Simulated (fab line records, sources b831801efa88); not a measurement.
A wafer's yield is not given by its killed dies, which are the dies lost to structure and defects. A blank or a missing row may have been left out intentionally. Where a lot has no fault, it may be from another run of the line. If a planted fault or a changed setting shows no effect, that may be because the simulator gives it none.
The tool behind it: which one? ; flow gf180mcu ; Sampling: 14 lots, 42 wafers, 5 of 602 route steps

WHAT THE GAUGES READ, wafer by wafer
GF_NWELL_OVL_MEAS_07.
lot;measured;on;NWELL_OVL (nm)
L304;day 3 12:46;overlay-02;-0.2 -0.1 -0.5
L305;day 3 18:04;overlay-01;2.3 1.5 1.4
L306;day 4 05:53;overlay-01;-1.6 -0.3 -2.7
L308;day 4 12:34;overlay-01;0.0 1.6 0.2
L309;day 4 19:37;overlay-01;0.1 1.0 2.2
L311;day 5 04:19;overlay-02;-3.0 0.7 -0.4
L315;day 5 23:07;overlay-01;1.9 -1.0 2.5
L316;day 6 07:34;overlay-01;-0.2 -0.1 -1.2
L317;day 6 12:16;overlay-01;-0.1 -0.6 -0.8
L319;day 6 22:25;overlay-01;-1.0 -1.1 -0.9
L320;day 7 05:34;overlay-02;-1.1 0.2 -4.4
L324;day 8 01:52;overlay-01;1.0 -0.7 -0.2
L325;day 8 06:52;overlay-01;-0.3 1.5 2.5
L326;day 8 12:37;overlay-02;-1.4 -1.6 -0.9

GF_HV_LDD_OVL_MEAS_20.
lot;measured;on;HV_LDD_01_OVL (nm)
L304;day 10 23:17;overlay-01;1.9 -0.6 1.4
L305;day 11 11:47;overlay-01;-0.2 -3.1 -2.0
L306;day 12 00:14;overlay-02;-2.0 -0.9 -1.9
L308;day 12 12:28;overlay-02;0.1 0.8 -0.8
L309;day 12 19:02;overlay-01;-1.6 -1.3 -1.3
L311;day 13 08:55;overlay-01;1.5 1.1 0.0
L315;day 14 13:34;overlay-02;-75.0 -75.2 -75.1
L316;day 14 20:44;overlay-02;-2.5 -0.9 -2.7
L317;day 15 03:13;overlay-02;-78.6 -76.5 -76.2
L319;day 15 18:10;overlay-02;-76.2 -76.3 -78.2
L320;day 16 02:37;overlay-01;-73.8 -75.3 -75.1
L324;day 17 10:07;overlay-01;-0.3 1.3 -0.2
L325;day 17 14:19;overlay-02;-2.0 -2.0 -2.6
L326;day 17 22:43;overlay-02;-1.8 -2.7 -2.1

GF_CONTACT_OVL_MEAS_15.
lot;measured;on;CONTACT_OVL (nm)
L304;day 16 06:50;overlay-02;-2 11 -1
L305;day 16 20:40;overlay-02;9 4 5
L306;day 17 13:44;overlay-01;7 23 8
L308;day 18 03:46;overlay-01;8 7 8
L309;day 18 11:17;overlay-02;-1 -2 -5
L311;day 19 02:28;overlay-01;5 0 0
L315;day 20 15:55;overlay-02;-11 8 -3
L316;day 20 23:23;overlay-01;16 12 6
L317;day 21 04:19;overlay-01;8 14 6
L319;day 21 22:02;overlay-01;2 4 0
L320;day 22 06:41;overlay-01;6 8 5
L324;day 23 17:16;overlay-02;12 9 9
L325;day 23 17:41;overlay-02;11 5 7
L326;day 24 02:22;overlay-01;7 5 7

WHAT TOOL EACH LOT RAN ON (gives the tool, then ch and the chambers of the sampled wafers, and finally the start)
lot;GF_HV_LDD_EXPOSE_16;GF_SAB_ETCH_11
L304;iline_stepper-01 ch 0, day 10 14:40;rie_diel-01 ch 0,2,3, day 15 07:19
L305;iline_stepper-02 ch 0, day 11 02:35;rie_diel-01 ch 0,1, day 15 21:13
L306;iline_stepper-01 ch 0, day 11 15:35;rie_diel-01 ch 0,1, day 16 13:25
L308;iline_stepper-02 ch 0, day 12 02:22;rie_diel-01 ch 0,2, day 17 02:04
L309;iline_stepper-02 ch 0, day 12 09:28;rie_diel-03 ch 0,1,2, day 17 09:51
L311;iline_stepper-01 ch 0, day 12 22:57;rie_diel-01 ch 0,1,2, day 18 01:25
L315;iline_stepper-02 ch 0, day 14 03:31;rie_diel-01 ch 0,1,3, day 19 13:43
L316;iline_stepper-01 ch 0, day 14 10:23;rie_diel-01 ch 1,2, day 19 21:42
L317;iline_stepper-02 ch 0, day 14 16:36;rie_diel-02 ch 0,1, day 20 02:31
L319;iline_stepper-02 ch 0, day 15 07:33;rie_diel-03 ch 2,3, day 20 20:40
L320;iline_stepper-02 ch 0, day 15 15:34;rie_diel-01 ch 0,3, day 21 05:51
L324;iline_stepper-01 ch 0, day 16 22:53;rie_diel-01 ch 1,3, day 22 16:45
L325;iline_stepper-01 ch 0, day 17 02:52;rie_diel-03 ch 0,2, day 22 18:24
L326;iline_stepper-01 ch 0, day 17 10:51;rie_diel-02 ch 0,2, day 23 01:54
- GF_HV_LDD_EXPOSE_16: exposes mask Pplus LV AREA, target cd 400 nm.
- GF_SAB_ETCH_11: etches SiO2 in C4F8/O2/Ar, target depth 55 nm, time 8.5 s.

WHAT THE TOOLS THEMSELVES READ (means of the sampled wafers that have a number; where no wafer has one, the mark that the record gives instead)
GF_SAB_ETCH_11.
lot;tool;oes_product_au (a.u.)
L304;rie_diel-01;0.996
L305;rie_diel-01;0.984
L306;rie_diel-01;0.986
L308;rie_diel-01;1.000
L309;rie_diel-03;1.011
L311;rie_diel-01;0.995
L315;rie_diel-01;0.992
L316;rie_diel-01;1.002
L317;rie_diel-02;0.984
L319;rie_diel-03;0.996
L320;rie_diel-01;0.982
L324;rie_diel-01;0.989
L325;rie_diel-03;0.998
L326;rie_diel-02;1.008

THE ANSWER, worked out from the rows above alone
Rule: what is usual is taken from the lots themselves. The widest of any qualifying gaps counts: lots, ordered by their means at a reading, are off when they make up no more than a third of the lots, leave a main group of 4 or more, and stand apart from it by 3 or more times the standard deviation of that group's means. Not used: any main group whose means are identical at the precision the tables above print for the reading. Also off: a lot with no number at a reading for which 4 or more lots have one. Any other lot the step has rows for is counted as sound. First the gauges in route order, then the tools' own readings, where a lot's mean is used as printed above. The first step at which some lot is off is used, and at that step the reading that is off furthest; a lot without a number counts as furthest.
Off: at GF_HV_LDD_OVL_MEAS_20 (HV_LDD_01_OVL), L315, L317, L319, L320. Mean -0.9 nm and standard deviation 1.2 in the main group.
A tool fits if, at a process step before that reading, it ran every lot that is off, and no sound lot after the first of them. The gauges at GF_HV_LDD_OVL_MEAS_20 are tried like those tools. One fits: GF_HV_LDD_EXPOSE_16 on iline_stepper-02. Its last sound lot is L309 (day 12 09:28), its first lot that is off L315 (day 14 03:31): a fault that began between those two fits.

WHAT WAS PUT IN BY THE SIMULATOR
Scanner matching overlay: iline_stepper-02, from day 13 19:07 on, at GF_HV_LDD_EXPOSE_16. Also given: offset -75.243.
Shown lots that were struck: L315, L317, L319, L320. This agrees with what the rule above found.
